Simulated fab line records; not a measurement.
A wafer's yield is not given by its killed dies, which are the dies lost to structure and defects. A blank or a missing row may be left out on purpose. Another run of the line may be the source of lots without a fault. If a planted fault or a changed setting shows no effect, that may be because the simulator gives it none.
fab line records | flow sky130
record lots=11 | wafers=33 | last-day=50
route steps=708 shown SD_P@331 SD_N@356 LI_CONTACT@364 PAD_OPEN@708
lots that met no fault: from a run of the same line without faults
start-h: start of the lot's first displayed wafer, in hours after the record's first day | wait-h: hours elapsed since this lot's preceding step | " identical to the entry in the row above | L1.1+2: several wafers, shown together as one row | - no value, or no start was given | * or withheld: withheld | < > ~ a bound
route shown NAME@n: names a module that has steps shown in the file, with the first one's number in the route | usual: mean/standard deviation taken from wafers without a fault | same: alike in all rows | chamber/n: place in a boat | sites: the reading at each site | _std_site: standard deviation of those values | _edge_site: inner sites' mean taken away from outer sites' mean | radius-mm: for every site, how far away it sits from the centre of the wafer | mask NAME#n: copy n | behind: tool/chamber where the wafer was last shaped | hold: reason for holding the lot/hours on hold/outcome of the hold | device: whichever transistor did not switch (one of n, p or np) | end of line: the route-end tests of the same wafers | a step without rows: its recipe alone | killed: not the wafer's yield, but the dies lost to structure and defects at the first sort | map: shows each die of a wafer: x if killed, . if not, _ if none is there
set.NAME: setting as actually run; set.NAME@STEP: the setting as run at that earlier step | model.NAME: the simulator's own value behind a step, which no gauge read
the route's steps for a sample of lots (tables are steps, rows are wafers)
services: a tool's chamber out of use, with start hour (start-h, from the record's first day; less than 0 if before it), hours out, and reason
## steps
# step SKY_SD_P_TW_MEAS_11
# usual SD_P_TW=2825/24
lot.wafer | tool          | chamber | start-h | wait-h | SD_P_TW
L819.1    | film-metro-03 | -       | 588.96  | 0.1    | 2812
L819.2    | "             | -       | "       | "      | 2814
L819.6    | "             | -       | "       | "      | 2789
L822.3    | film-metro-01 | -       | 618.84  | 0.1    | 2823
L822.5    | "             | -       | "       | "      | 2829
L822.6    | "             | -       | "       | "      | 2819
L823.1    | film-metro-03 | -       | 624.87  | 0.1    | 2814
L823.3    | "             | -       | "       | "      | 2812
L823.4    | "             | -       | "       | "      | 2823
L825.2    | film-metro-03 | -       | 639.08  | 0.1    | 2820
L825.3    | "             | -       | "       | "      | 2821
L825.4    | "             | -       | "       | "      | 2808
L824.1    | film-metro-03 | -       | 639.76  | 0.1    | 2822
L824.2    | "             | -       | "       | "      | 2808
L824.4    | "             | -       | "       | "      | 2801
L827.2    | film-metro-01 | -       | 654.12  | 0.1    | 2818
L827.5    | "             | -       | "       | "      | 2834
L827.6    | "             | -       | "       | "      | 2835
L830.2    | film-metro-01 | -       | 683.27  | 0.1    | 2825
L830.5    | "             | -       | "       | "      | 2825
L830.6    | "             | -       | "       | "      | 2832
L831.1    | film-metro-02 | -       | 687.97  | 0.1    | 2858
L831.3    | "             | -       | "       | "      | 2879
L831.6    | "             | -       | "       | "      | 2869
L832.1    | film-metro-02 | -       | 689.77  | 0.1    | 2866
L832.3    | "             | -       | "       | "      | 2855
L832.5    | "             | -       | "       | "      | 2870
L833.1    | film-metro-02 | -       | 708.11  | 0.1    | 2870
L833.4    | "             | -       | "       | "      | 2847
L833.5    | "             | -       | "       | "      | 2852
L840.2    | film-metro-03 | -       | 760.88  | 0.1    | 2824
L840.3    | "             | -       | "       | "      | 2816
L840.6    | "             | -       | "       | "      | 2808
# step SKY_SD_N_RTA_14
# recipe temp-c=1075 | time-s=2 | idle-temp-c=650 | ramp-up-c-per-s=150 | ramp-down-c-per-s=90 | ambient=N2
# usual lamp-power-pct=15.74/0.048 | wafer_temp_C_max=1078.1/1.3
lot.wafer | tool          | chamber | start-h | wait-h | lamp-power-pct | wafer_temp_C_max
L819.1    | rtp-anneal-01 | 0       | 647.71  | 0.0    | 15.69          | 1078.6
L819.2    | "             | 0       | "       | "      | 15.78          | 1079.1
L819.6    | "             | 0       | "       | "      | 15.71          | 1077.2
L822.3    | rtp-anneal-02 | 0       | 675.83  | 0.0    | 15.71          | 1080.4
L822.5    | "             | 0       | "       | "      | 15.80          | 1076.0
L822.6    | "             | 0       | "       | "      | 15.76          | 1075.9
L823.1    | rtp-anneal-01 | 0       | 682.22  | 0.0    | 15.69          | 1077.7
L823.3    | "             | 0       | "       | "      | 15.73          | 1076.9
L823.4    | "             | 0       | "       | "      | 15.80          | 1078.4
L825.2    | rtp-anneal-02 | 0       | 696.13  | 0.0    | 15.78          | 1076.8
L825.3    | "             | 0       | "       | "      | 15.69          | 1078.3
L825.4    | "             | 0       | "       | "      | 15.76          | 1078.5
L824.1    | rtp-anneal-01 | 0       | 697.02  | 0.0    | 15.72          | 1077.0
L824.2    | "             | 0       | "       | "      | 15.73          | 1077.9
L824.4    | "             | 0       | "       | "      | 15.69          | 1078.4
L827.2    | rtp-anneal-01 | 0       | 710.78  | 0.0    | 15.75          | 1080.2
L827.5    | "             | 0       | "       | "      | 15.70          | 1077.3
L827.6    | "             | 0       | "       | "      | 15.72          | 1077.6
L830.2    | rtp-anneal-02 | 0       | 738.71  | 0.0    | 15.80          | 1078.1
L830.5    | "             | 0       | "       | "      | 15.78          | 1077.0
L830.6    | "             | 0       | "       | "      | 15.70          | 1078.5
L831.1    | rtp-anneal-01 | 0       | 743.73  | 0.0    | 15.19          | 1076.9
L831.3    | "             | 0       | "       | "      | 15.29          | 1080.5
L831.6    | "             | 0       | "       | "      | 15.40          | 1075.5
L832.1    | rtp-anneal-02 | 0       | 745.47  | 0.0    | 15.69          | 1079.1
L832.3    | "             | 0       | "       | "      | 15.80          | 1076.2
L832.5    | "             | 0       | "       | "      | 15.81          | 1078.4
L833.1    | rtp-anneal-01 | 0       | 763.28  | 0.0    | 15.31          | 1078.7
L833.4    | "             | 0       | "       | "      | 15.39          | 1077.8
L833.5    | "             | 0       | "       | "      | 15.29          | 1080.0
L840.2    | rtp-anneal-02 | 0       | 814.86  | 0.0    | 15.81          | 1079.5
L840.3    | "             | 0       | "       | "      | 15.76          | 1078.5
L840.6    | "             | 0       | "       | "      | 15.76          | 1077.9
# step SKY_SD_N_RS_MEAS_16
# recipe thk-meas-gauge=four-point-probe
# usual SD_N_RS=68.67/0.12
lot.wafer | tool          | chamber | start-h | wait-h | SD_N_RS[ohm/sq]
L819.1    | film-metro-02 | -       | 647.89  | 0.1    | 68.68
L819.2    | "             | -       | "       | "      | 68.95
L819.6    | "             | -       | "       | "      | 68.81
L822.3    | film-metro-02 | -       | 676.02  | 0.1    | 68.92
L822.5    | "             | -       | "       | "      | 68.71
L822.6    | "             | -       | "       | "      | 68.76
L823.1    | film-metro-01 | -       | 682.39  | 0.1    | 68.70
L823.3    | "             | -       | "       | "      | 68.53
L823.4    | "             | -       | "       | "      | 68.62
L825.2    | film-metro-03 | -       | 696.32  | 0.1    | 68.55
L825.3    | "             | -       | "       | "      | 68.74
L825.4    | "             | -       | "       | "      | 68.63
L824.1    | film-metro-01 | -       | 697.19  | 0.1    | 68.59
L824.2    | "             | -       | "       | "      | 68.65
L824.4    | "             | -       | "       | "      | 68.68
L827.2    | film-metro-01 | -       | 710.96  | 0.1    | 68.62
L827.5    | "             | -       | "       | "      | 68.62
L827.6    | "             | -       | "       | "      | 68.62
L830.2    | film-metro-01 | -       | 738.90  | 0.1    | 68.53
L830.5    | "             | -       | "       | "      | 68.63
L830.6    | "             | -       | "       | "      | 68.80
L831.1    | film-metro-01 | -       | 743.90  | 0.1    | 70.47
L831.3    | "             | -       | "       | "      | 70.57
L831.6    | "             | -       | "       | "      | 70.46
L832.1    | film-metro-02 | -       | 745.64  | 0.1    | 68.70
L832.3    | "             | -       | "       | "      | 68.74
L832.5    | "             | -       | "       | "      | 68.67
L833.1    | film-metro-01 | -       | 763.45  | 0.1    | 70.54
L833.4    | "             | -       | "       | "      | 70.63
L833.5    | "             | -       | "       | "      | 70.46
L840.2    | film-metro-01 | -       | 815.05  | 0.1    | 68.62
L840.3    | "             | -       | "       | "      | 68.62
L840.6    | "             | -       | "       | "      | 68.69
# step SKY_SD_N_RS_MEAS_17
# recipe thk-meas-gauge=four-point-probe
# usual SD_P_RS=147.3/0.4
lot.wafer | tool          | chamber | start-h | wait-h | SD_P_RS[ohm/sq]
L819.1    | film-metro-02 | -       | 648.01  | 0.1    | 147.2
L819.2    | "             | -       | "       | "      | 148.1
L819.6    | "             | -       | "       | "      | 147.6
L822.3    | film-metro-02 | -       | 676.14  | 0.1    | 147.6
L822.5    | "             | -       | "       | "      | 147.5
L822.6    | "             | -       | "       | "      | 147.5
L823.1    | film-metro-01 | -       | 682.51  | 0.1    | 147.0
L823.3    | "             | -       | "       | "      | 146.4
L823.4    | "             | -       | "       | "      | 146.8
L825.2    | film-metro-03 | -       | 696.44  | 0.1    | 146.8
L825.3    | "             | -       | "       | "      | 147.3
L825.4    | "             | -       | "       | "      | 147.3
L824.1    | film-metro-01 | -       | 697.31  | 0.1    | 147.5
L824.2    | "             | -       | "       | "      | 147.3
L824.4    | "             | -       | "       | "      | 147.6
L827.2    | film-metro-01 | -       | 711.08  | 0.1    | 147.0
L827.5    | "             | -       | "       | "      | 147.2
L827.6    | "             | -       | "       | "      | 147.4
L830.2    | film-metro-01 | -       | 739.02  | 0.1    | 147.3
L830.5    | "             | -       | "       | "      | 147.1
L830.6    | "             | -       | "       | "      | 147.2
L831.1    | film-metro-01 | -       | 744.02  | 0.1    | 157.2
L831.3    | "             | -       | "       | "      | 157.2
L831.6    | "             | -       | "       | "      | 157.3
L832.1    | film-metro-02 | -       | 745.76  | 0.1    | 147.2
L832.3    | "             | -       | "       | "      | 147.9
L832.5    | "             | -       | "       | "      | 147.7
L833.1    | film-metro-01 | -       | 763.57  | 0.1    | 157.1
L833.4    | "             | -       | "       | "      | 157.8
L833.5    | "             | -       | "       | "      | 157.3
L840.2    | film-metro-01 | -       | 815.17  | 0.1    | 147.3
L840.3    | "             | -       | "       | "      | 147.5
L840.6    | "             | -       | "       | "      | 146.8
# step SKY_LI_CONTACT_CMP_02
# recipe material=PSG | down-force-psi=4 | platen-rpm=60 | pad-velocity-m-s=0.94248
# usual edge-zone-pressure-frac=1.000/0.0053 | motor-current-A=12.3/1.4 | platen-rpm=60.01/0.048 | retaining-ring-pressure-frac=1.000/0.0054 | slurry-filter-dp-kPa=13.50/0.14 | time-to-endpoint-s=32.3/2.6
lot.wafer | tool   | chamber | start-h | wait-h | edge-zone-pressure-frac | motor-current-A | platen-rpm | retaining-ring-pressure-frac | slurry-filter-dp-kPa | time-to-endpoint-s
L819.1    | cmp-02 | 2       | 648.43  | 0.1    | 1.001                   | 13.8            | 60.02      | 0.997                        | 13.55                | 28.9
L819.2    | "      | 3       | "       | "      | 1.000                   | 10.7            | 59.93      | 1.006                        | 13.41                | 31.3
L819.6    | "      | 2       | "       | "      | 1.006                   | 13.6            | 60.01      | 1.001                        | 13.64                | 29.6
L822.3    | cmp-02 | 0       | 676.57  | 0.1    | 0.998                   | 12.9            | 59.97      | 0.996                        | 13.66                | 34.3
L822.6    | "      | 3       | "       | "      | 0.995                   | 10.8            | 59.96      | 1.005                        | 13.47                | 28.8
L822.5    | "      | 0       | "       | "      | 0.990                   | 13.6            | 59.93      | 0.991                        | 13.51                | 32.1
L823.3    | cmp-01 | 1       | 682.93  | 0.0    | 1.009                   | 11.7            | 60.01      | 0.996                        | 13.30                | 31.5
L823.1    | "      | 2       | "       | "      | 0.999                   | 11.7            | 60.00      | 0.993                        | 13.59                | 33.4
L823.4    | "      | 3       | "       | "      | 0.999                   | 13.1            | 59.98      | 0.996                        | 13.63                | 32.1
L825.3    | cmp-02 | 0       | 696.89  | 0.0    | 1.004                   | 12.9            | 59.90      | 0.996                        | 13.83                | 39.9
L825.4    | "      | 1       | "       | "      | 0.999                   | 10.8            | 59.97      | 1.007                        | 13.61                | 36.5
L825.2    | "      | 2       | "       | "      | 1.001                   | 13.7            | 59.94      | 0.996                        | 13.41                | 36.4
L824.2    | cmp-02 | 0       | 697.83  | 0.1    | 0.997                   | 12.3            | 59.95      | 1.005                        | 13.44                | 34.0
L824.4    | "      | 1       | "       | "      | 0.990                   | 10.8            | 60.00      | 1.000                        | 13.49                | 33.4
L824.1    | "      | 2       | "       | "      | 1.003                   | 13.8            | 59.95      | 0.999                        | 13.44                | 33.9
L827.2    | cmp-01 | 3       | 711.48  | 0.0    | 0.999                   | 12.7            | 59.98      | 1.000                        | 13.51                | 33.1
L827.5    | "      | 3       | "       | "      | 1.001                   | 13.1            | 59.96      | 1.004                        | 13.51                | 34.3
L827.6    | "      | 0       | "       | "      | 1.000                   | 15.2            | 60.00      | 0.988                        | 13.41                | 32.5
L830.2    | cmp-01 | 1       | 739.52  | 0.1    | 0.996                   | 11.0            | 59.99      | 1.002                        | 13.51                | 29.1
L830.6    | "      | 3       | "       | "      | 1.001                   | 12.6            | 60.01      | 1.005                        | 13.52                | 30.6
L830.5    | "      | 0       | "       | "      | 0.996                   | 15.0            | 60.02      | 1.013                        | 13.49                | 32.9
L831.1    | cmp-01 | 2       | 744.49  | 0.1    | 1.002                   | 11.5            | 59.98      | 0.999                        | 13.42                | 35.8
L831.3    | "      | 3       | "       | "      | 0.989                   | 13.2            | 60.08      | 0.996                        | 13.55                | 36.0
L831.6    | "      | 2       | "       | "      | 1.000                   | 11.4            | 60.00      | 1.001                        | 13.53                | 33.0
L832.3    | cmp-01 | 0       | 746.28  | 0.1    | 1.001                   | 14.3            | 59.99      | 0.998                        | 13.29                | 36.3
L832.1    | "      | 1       | "       | "      | 1.000                   | 10.9            | 59.88      | 1.003                        | 13.51                | 31.8
L832.5    | "      | 3       | "       | "      | 1.009                   | 13.0            | 60.10      | 0.997                        | 13.61                | 34.6
L833.4    | cmp-01 | 2       | 763.99  | 0.0    | 0.990                   | 11.6            | 60.00      | 1.000                        | 13.48                | 37.0
L833.1    | "      | 3       | "       | "      | 1.001                   | 14.0            | 60.02      | 1.003                        | 13.22                | 35.6
L833.5    | "      | 3       | "       | "      | 1.004                   | 13.4            | 60.00      | 0.993                        | 13.26                | 35.1
L840.3    | cmp-02 | 2       | 815.57  | 0.0    | 1.001                   | 14.4            | 60.10      | 1.001                        | 13.72                | 29.6
L840.2    | "      | 1       | "       | "      | 1.002                   | 10.9            | 60.01      | 0.992                        | 13.33                | 31.5
L840.6    | "      | 3       | "       | "      | 0.996                   | 11.0            | 60.05      | 1.012                        | 13.44                | 30.2
# step SKY_LI_CONTACT_SPUTTER_19
# recipe material=Ti | target-thk-nm=20 | chamber-pressure-pa=5 | power-w=2500 | substrate-temp-c=200 | time-s=106.37
# usual cathode-dc-power-W=2500.0/0.42 | throttle-valve-pct=29.8/1.2
lot.wafer | tool           | chamber | start-h | wait-h | cathode-dc-power-W | throttle-valve-pct
L819.1    | pvd-sputter-01 | -       | 677.03  | 0.0    | 2500.0             | 28.5
L819.2    | "              | -       | "       | "      | 2500.0             | 29.3
L819.6    | "              | -       | "       | "      | 2499.7             | 30.2
L822.3    | pvd-sputter-04 | -       | 705.50  | 0.0    | 2499.8             | 28.8
L822.5    | "              | -       | "       | "      | 2500.4             | 27.7
L822.6    | "              | -       | "       | "      | 2500.1             | 29.1
L823.1    | pvd-sputter-02 | -       | 711.47  | 0.0    | 2500.5             | 31.4
L823.3    | "              | -       | "       | "      | 2499.6             | 30.8
L823.4    | "              | -       | "       | "      | 2500.0             | 31.7
L825.2    | pvd-sputter-04 | -       | 725.55  | 0.0    | 2499.8             | 28.7
L825.3    | "              | -       | "       | "      | 2500.7             | 29.6
L825.4    | "              | -       | "       | "      | 2499.9             | 28.5
L824.1    | pvd-sputter-01 | -       | 726.23  | 0.0    | 2499.7             | 30.3
L824.2    | "              | -       | "       | "      | 2499.5             | 28.0
L824.4    | "              | -       | "       | "      | 2500.2             | 29.1
L827.2    | pvd-sputter-04 | -       | 739.77  | 0.0    | 2499.0             | 29.8
L827.5    | "              | -       | "       | "      | 2500.0             | 28.9
L827.6    | "              | -       | "       | "      | 2500.6             | 29.6
L830.2    | pvd-sputter-02 | -       | 767.50  | 0.0    | 2499.9             | 31.5
L830.5    | "              | -       | "       | "      | 2500.8             | 32.0
L830.6    | "              | -       | "       | "      | 2499.9             | 30.8
L831.1    | pvd-sputter-01 | -       | 772.23  | 0.0    | 2500.3             | 29.6
L831.3    | "              | -       | "       | "      | 2500.5             | 30.1
L831.6    | "              | -       | "       | "      | 2499.7             | 30.4
L832.1    | pvd-sputter-02 | -       | 774.30  | 0.0    | 2500.0             | 31.0
L832.3    | "              | -       | "       | "      | 2500.3             | 31.9
L832.5    | "              | -       | "       | "      | 2499.9             | 31.8
L833.1    | pvd-sputter-04 | -       | 791.03  | 0.0    | 2500.3             | 27.6
L833.4    | "              | -       | "       | "      | 2500.1             | 28.8
L833.5    | "              | -       | "       | "      | 2499.5             | 28.4
L840.2    | pvd-sputter-02 | -       | 842.06  | 0.0    | 2499.8             | 32.0
L840.3    | "              | -       | "       | "      | 2499.9             | 30.9
L840.6    | "              | -       | "       | "      | 2499.2             | 30.7
# step SKY_PAD_OPEN_PROBE_99
# usual killed_at_M0_to_M3=45/7.3 | killed_at_M4_up=3.2/1.8 | killed-at-contacts=25/5.5 | killed-at-front-end=15/4.2 | killed-at-other=0.3/0.69 | killed-dies=89/9.4 | killed-open=49/6.6 | killed-short=40/6.4
# same gross-dies=492 | killed-at-back-side=0
lot.wafer | tool      | chamber | start-h | wait-h | killed_at_M0_to_M3 | killed_at_M4_up | killed-at-contacts | killed-at-front-end | killed-at-other | killed-dies | killed-open | killed-short
L822.3    | prober-01 | -       | 1094.81 | 0.2    | 47                 | 7               | 24                 | 15                  | 0               | 93          | 52          | 41
L822.5    | prober-01 | -       | 1094.91 | 0.2    | 45                 | 6               | 34                 | 13                  | 0               | 98          | 54          | 44
L822.6    | prober-01 | -       | 1094.96 | 0.2    | 41                 | 2               | 41                 | 17                  | 0               | 101         | 55          | 46
L825.2    | prober-01 | -       | 1108.33 | 0.1    | 47                 | 1               | 23                 | 13                  | 0               | 84          | 53          | 31
L825.3    | prober-01 | -       | 1108.38 | 0.2    | 48                 | 5               | 29                 | 12                  | 0               | 94          | 50          | 44
L825.4    | prober-01 | -       | 1108.43 | 0.2    | 46                 | 5               | 31                 | 17                  | 0               | 99          | 48          | 51
L824.1    | prober-02 | -       | 1108.92 | 0.1    | 44                 | 6               | 22                 | 9                   | 0               | 81          | 44          | 37
L824.2    | prober-02 | -       | 1108.97 | 0.1    | 40                 | 1               | 20                 | 19                  | 2               | 82          | 44          | 37
L824.4    | prober-02 | -       | 1109.07 | 0.2    | 48                 | 0               | 16                 | 11                  | 1               | 76          | 32          | 43
L827.2    | prober-02 | -       | 1128.22 | 0.1    | 43                 | 1               | 28                 | 23                  | 1               | 96          | 59          | 36
L827.5    | prober-02 | -       | 1128.37 | 0.2    | 39                 | 6               | 26                 | 13                  | 2               | 86          | 47          | 38
L827.6    | prober-02 | -       | 1128.42 | 0.2    | 70                 | 0               | 28                 | 20                  | 0               | 118         | 64          | 54
L830.5    | prober-01 | -       | 1144.16 | 0.2    | 32                 | 3               | 28                 | 22                  | 3               | 88          | 49          | 37
L832.1    | prober-01 | -       | 1145.84 | 0.1    | 53                 | 2               | 21                 | 13                  | 0               | 89          | 47          | 41
L832.3    | prober-01 | -       | 1145.94 | 0.2    | 47                 | 3               | 31                 | 20                  | 0               | 101         | 48          | 53
L832.5    | prober-01 | -       | 1146.04 | 0.2    | 51                 | 4               | 20                 | 16                  | 0               | 91          | 57          | 34
L833.1    | prober-02 | -       | 1159.53 | 0.1    | 39                 | 3               | 22                 | 15                  | 0               | 79          | 38          | 41
L833.4    | prober-02 | -       | 1159.68 | 0.2    | 35                 | 3               | 22                 | 13                  | 0               | 73          | 36          | 37
L833.5    | prober-02 | -       | 1159.73 | 0.2    | 41                 | 2               | 30                 | 12                  | 0               | 85          | 42          | 42
# killed by level:class
L822.3 VIA1:geometric-particle:open=16 FIELD_ISO:geometric-particle:open=7 LI_CONTACT:geometric-particle:open=7 VIA1:geometric-particle:short=7 CONTACT:geometric-particle:open=6 METAL2:geometric-particle:short=5 METAL4:geometric-particle:short=5 LI_CONTACT:geometric-particle:short=4
L822.5 VIA1:geometric-particle:open=14 LI_CONTACT:geometric-particle:open=13 CONTACT:geometric-particle:open=10 METAL2:geometric-particle:short=7 FIELD_ISO:geometric-particle:open=6 VIA1:geometric-particle:short=6 CONTACT:geometric-particle:short=6 FIELD_ISO:geometric-particle:short=4
L822.6 LI_CONTACT:geometric-particle:open=21 VIA2:geometric-particle:open=8 VIA3:geometric-particle:open=7 FIELD_ISO:geometric-particle:short=7 METAL2:geometric-particle:short=7 CONTACT:geometric-particle:short=7 CONTACT:geometric-particle:open=6 LI_CONTACT:geometric-particle:short=5
L825.2 LI_CONTACT:geometric-particle:open=10 VIA2:geometric-particle:open=9 VIA1:geometric-particle:open=8 CONTACT:geometric-particle:open=8 METAL1:geometric-particle:short=7 METAL2:geometric-particle:short=6 VIA3:geometric-particle:open=6 POLY_GATE:geometric-particle:open=5
L825.3 LI_CONTACT:geometric-particle:open=10 VIA1:geometric-particle:open=10 METAL1:geometric-particle:short=9 CONTACT:geometric-particle:open=8 METAL2:geometric-particle:short=6 VIA3:geometric-particle:open=6 LOCAL_INTERCONNECT:geometric-particle:short=5 METAL4:geometric-particle:short=5
L825.4 VIA1:geometric-particle:open=9 POLY_GATE:geometric-particle:short=8 METAL2:geometric-particle:short=7 CONTACT:geometric-particle:open=7 CONTACT:geometric-particle:short=7 VIA3:geometric-particle:open=7 VIA2:geometric-particle:open=6 LOCAL_INTERCONNECT:geometric-particle:short=6
L824.1 CONTACT:geometric-particle:open=12 VIA1:geometric-particle:open=11 METAL2:geometric-particle:short=8 VIA3:geometric-particle:open=8 METAL4:geometric-particle:short=5 VIA1:geometric-particle:short=4 VIA3:geometric-particle:short=4 FIELD_ISO:geometric-particle:short=3
L824.2 CONTACT:geometric-particle:open=8 VIA2:geometric-particle:open=8 VIA1:geometric-particle:open=8 METAL2:geometric-particle:short=7 VIA3:geometric-particle:open=6 FIELD_ISO:geometric-particle:short=5 LI_CONTACT:geometric-particle:open=5 FIELD_ISO:geometric-particle:open=4
L824.4 VIA1:geometric-particle:open=10 METAL1:geometric-particle:short=9 METAL2:geometric-particle:short=8 VIA1:geometric-particle:short=6 VIA3:geometric-particle:open=6 CONTACT:geometric-particle:short=4 CONTACT:geometric-particle:open=4 LI_CONTACT:geometric-particle:open=3
L827.2 CONTACT:geometric-particle:open=11 VIA1:geometric-particle:open=10 LI_CONTACT:geometric-particle:open=9 VIA2:geometric-particle:open=8 FIELD_ISO:geometric-particle:short=6 POLY_GATE:geometric-particle:open=6 POLY_GATE:geometric-particle:short=5 METAL1:geometric-particle:short=5
L827.5 VIA1:geometric-particle:open=13 LI_CONTACT:geometric-particle:open=12 CONTACT:geometric-particle:short=6 VIA3:geometric-particle:short=5 VIA1:geometric-particle:short=5 VIA2:geometric-particle:open=5 LI_CONTACT:geometric-particle:short=4 METAL4:geometric-particle:short=4
L827.6 CONTACT:geometric-particle:open=13 METAL2:geometric-particle:short=11 VIA1:geometric-particle:open=11 LI_CONTACT:geometric-particle:open=10 VIA3:geometric-particle:open=10 VIA1:geometric-particle:short=9 METAL1:geometric-particle:short=8 VIA2:geometric-particle:open=7
L830.5 LI_CONTACT:geometric-particle:open=9 CONTACT:geometric-particle:open=9 VIA1:geometric-particle:open=9 FIELD_ISO:geometric-particle:short=6 FIELD_ISO:geometric-particle:open=5 METAL1:geometric-particle:short=5 VIA3:geometric-particle:open=4 POLY_GATE:geometric-particle:short=3
L832.1 VIA2:geometric-particle:open=11 LI_CONTACT:geometric-particle:open=8 VIA1:geometric-particle:open=8 METAL1:geometric-particle:short=7 CONTACT:geometric-particle:open=6 VIA3:geometric-particle:open=6 METAL2:geometric-particle:short=6 POLY_GATE:geometric-particle:short=5
L832.3 VIA1:geometric-particle:open=10 CONTACT:geometric-particle:open=9 VIA3:geometric-particle:open=9 METAL1:geometric-particle:short=7 FIELD_ISO:geometric-particle:short=6 LOCAL_INTERCONNECT:geometric-particle:short=6 CONTACT:geometric-particle:short=5 POLY_GATE:geometric-particle:short=5
L832.5 VIA1:geometric-particle:open=11 CONTACT:geometric-particle:open=8 METAL2:geometric-particle:short=8 VIA2:geometric-particle:open=8 VIA3:geometric-particle:open=8 LI_CONTACT:geometric-particle:open=6 POLY_GATE:geometric-particle:open=5 METAL1:geometric-particle:open=4
L833.1 LOCAL_INTERCONNECT:geometric-particle:short=9 VIA1:geometric-particle:open=9 VIA2:geometric-particle:open=8 CONTACT:geometric-particle:open=6 POLY_GATE:geometric-particle:short=5 METAL3:geometric-particle:short=5 LI_CONTACT:geometric-particle:open=4 FIELD_ISO:geometric-particle:short=3
L833.4 VIA2:geometric-particle:open=8 CONTACT:geometric-particle:short=7 VIA1:geometric-particle:open=7 LI_CONTACT:geometric-particle:open=5 METAL2:geometric-particle:short=4 POLY_CUT:geometric-particle:open=4 LOCAL_INTERCONNECT:geometric-particle:short=4 METAL1:geometric-particle:short=4
L833.5 CONTACT:geometric-particle:open=12 LI_CONTACT:geometric-particle:open=7 METAL1:geometric-particle:short=7 VIA1:geometric-particle:open=7 VIA3:geometric-particle:short=6 METAL2:geometric-particle:short=5 VIA2:geometric-particle:open=5 LI_CONTACT:geometric-particle:short=4
## services
tool           | chamber | start-h | hours | kind
cmp-02         | -       | 625.44  | 0.8   | repair
cmp-01         | -       | 668.82  | 0.9   | repair
pvd-sputter-04 | -       | 672.37  | 7.4   | repair
cmp-01         | -       | 694.46  | 5.7   | repair
cmp-01         | -       | 713.33  | 1.5   | repair
cmp-02         | -       | 714.68  | 0.5   | repair
cmp-02         | -       | 744.00  | 4.0   | pm
cmp-02         | -       | 748.00  | -     | consumable-replace:conditioner
cmp-02         | -       | 748.00  | -     | consumable-replace:pad
rtp-anneal-01  | -       | 751.71  | 1.4   | repair
rtp-anneal-01  | -       | 783.31  | 0.8   | pm
cmp-01         | -       | 787.28  | 0.5   | repair
cmp-01         | -       | 808.74  | 3.4   | repair
pvd-sputter-02 | -       | 810.82  | 3.4   | repair
rtp-anneal-01  | -       | 820.50  | 4.8   | pm
cmp-01         | -       | 838.26  | 3.9   | pm
rtp-anneal-01  | -       | 841.66  | 0.4   | repair
## key
first-sign step=SKY_SD_N_RTA_14 | reading=lamp-power-pct | direction=down | sigmas=8.9 | usual=15.74 | struck=15.31
effect step=SKY_SD_N_RS_MEAS_16 | reading=SD_N_RS | direction=up | sigmas=15 | usual=68.67 | struck=70.52
effect step=SKY_SD_N_RS_MEAS_17 | reading=SD_P_RS | direction=up | sigmas=25 | usual=147.3 | struck=157.3
met-at SKY_SD_N_RTA_14
struck-lots L831,L833
tester-left-out L831,L833
not-acting-at SKY_SD_P_TW_MEAS_11,SKY_LI_CONTACT_CMP_02,SKY_LI_CONTACT_SPUTTER_19
onset-between 710.78 743.73
fault kind=process-parameter-drift | tool=rtp-anneal-01 | chamber=- | onset-h=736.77 | steps=SKY_SD_N_RTA_14 | channel=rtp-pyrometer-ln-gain | offset=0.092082 | shape=step | end-h=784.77
# tester-left-out: of these lots the tester's yield and bins aren't shown, on N5 and GAA mostly nor the transistor test; their killed dies are dies lost to structure and defects alone, not to doping, threshold or leakage, so they don't give the yield
